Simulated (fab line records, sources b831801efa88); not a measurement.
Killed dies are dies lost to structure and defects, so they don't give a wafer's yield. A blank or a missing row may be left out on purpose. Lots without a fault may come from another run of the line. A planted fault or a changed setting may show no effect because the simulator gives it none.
A struck lot beside a sound one | flow sfq_line | 13 steps out of a route of 325
Sound: wafers L389.1, L389.2, L389.4. Struck: wafers L385.3, L385.5, L385.6. The cause comes at the end.
At each step with rows: each side's tool, then ch and its chambers, then its first start. Under that, the readings that differ: sound wafers | struck wafers | difference of the means | sigmas: that difference in standard deviations of wafers without a fault.
alike: readings whose means differ by less than 2 such deviations, and words and numbers that are the same on both sides. not compared: withheld readings, readings that some wafer has no value for, bounds like >300 that may hide the same value, and numbers for which the record gives no deviation and whose values overlap.
The two part at a step that has a row with sigmas, a row that says differs or no value, or rows on one side only. Numbers that don't overlap but have no deviation are shown without sigmas and don't part them. A reading that every wafer of one side lacks parts them only if that side has two wafers or more.

SFQ_TRILAYER_C5_ETCH_VIA_ETCH_154: etches SiO2 in CHF3, stops on Nb, target depth 84 nm.
  sound on rie_diel-04 ch 0,1,2, day 81 18:24; struck on rie_diel-04 ch 0,3, day 80 02:27
  alike: bias_w, drypump_motor_current_A, oes_product_au
SFQ_TRILAYER_C5_STRIP_STRIP_155: strips in O2.
  sound on rie_metal-04 ch 0,1, day 81 18:26; struck on rie_metal-03 ch 0,1, day 80 02:42
  reading               | sound             | struck            | difference | sigmas
  oes_product_au (a.u.) | 1.013 1.004 1.007 | 0.998 0.993 0.987 | -0.015     | -2
  alike: drypump_motor_current_A
  not compared: rf_hours_counter_h
then, 2 steps without rows for these wafers: SFQ_TRILAYER_C5_STRIP_SOLV_CLEAN_156 (cleans in NMP, time 600 s); SFQ_TRILAYER_M6_DEP_PRE_CLEAN_158 (time 22.5 s).
SFQ_TRILAYER_M6_DEP_SPUTTER_157: material Nb, target thk 200 nm, time 133.3 s.
  sound on pvd_sputter-05, day 81 19:15; struck on pvd_sputter-06, day 80 03:19
  alike: base_pressure_pa, throttle_valve_pct
SFQ_M6_RS_MEAS_938: measures by four-point-probe.
  sound on film_metro-04, day 81 19:20; struck on film_metro-02, day 80 03:27
  reading           | sound             | struck            | difference | sigmas
  M6_NB_RS (ohm/sq) | 0.881 0.865 0.878 | 0.897 0.892 0.893 | +0.019     | +2
then, 5 steps without rows for these wafers: SFQ_TRILAYER_M6_LITHO_COAT_164 (resist thk 60.96 nm); SFQ_TRILAYER_M6_LITHO_COAT_159 (resist thk 600 nm); SFQ_TRILAYER_M6_LITHO_SOFTBAKE_163; SFQ_TRILAYER_M6_LITHO_EXPOSE_160 (exposes mask M6, target cd 500 nm); SFQ_TRILAYER_M6_LITHO_PEB_162 (peb time 60 s).
SFQ_TRILAYER_M6_LITHO_DEVELOP_161: time 60 s.
  sound on litho_track-02 ch 0, day 82 03:46; struck on litho_track-02, day 80 07:40
  no value came back on the struck wafers for chill_plate_temp_C (C), exhaust_pa (Pa), resist_line_temp_C (C); on the sound wafers chill_plate_temp_C (C) reads 22.84 22.97 23.07
  reading                                             | sound             | struck            | difference | sigmas
  model.KrF_of_TRILAYER_M6_LITHO_COAT_159.thk_nm (nm) | 574.5 574.2 574.9 | 599.4 600.5 599.5 | +25.3      |
SFQ_M6_OVL_MEAS_940:
  sound on overlay-01, day 82 03:55; struck on overlay-02, day 80 07:46
  reading     | sound   | struck | difference                    | sigmas
  M6_OVL (nm) | 0 -6 -5 | - - -  | no value on the struck wafers |

WHERE THEY PART
First at SFQ_TRILAYER_C5_STRIP_STRIP_155; last, within this record, at SFQ_M6_OVL_MEAS_940.

WHY: what the simulator had put in
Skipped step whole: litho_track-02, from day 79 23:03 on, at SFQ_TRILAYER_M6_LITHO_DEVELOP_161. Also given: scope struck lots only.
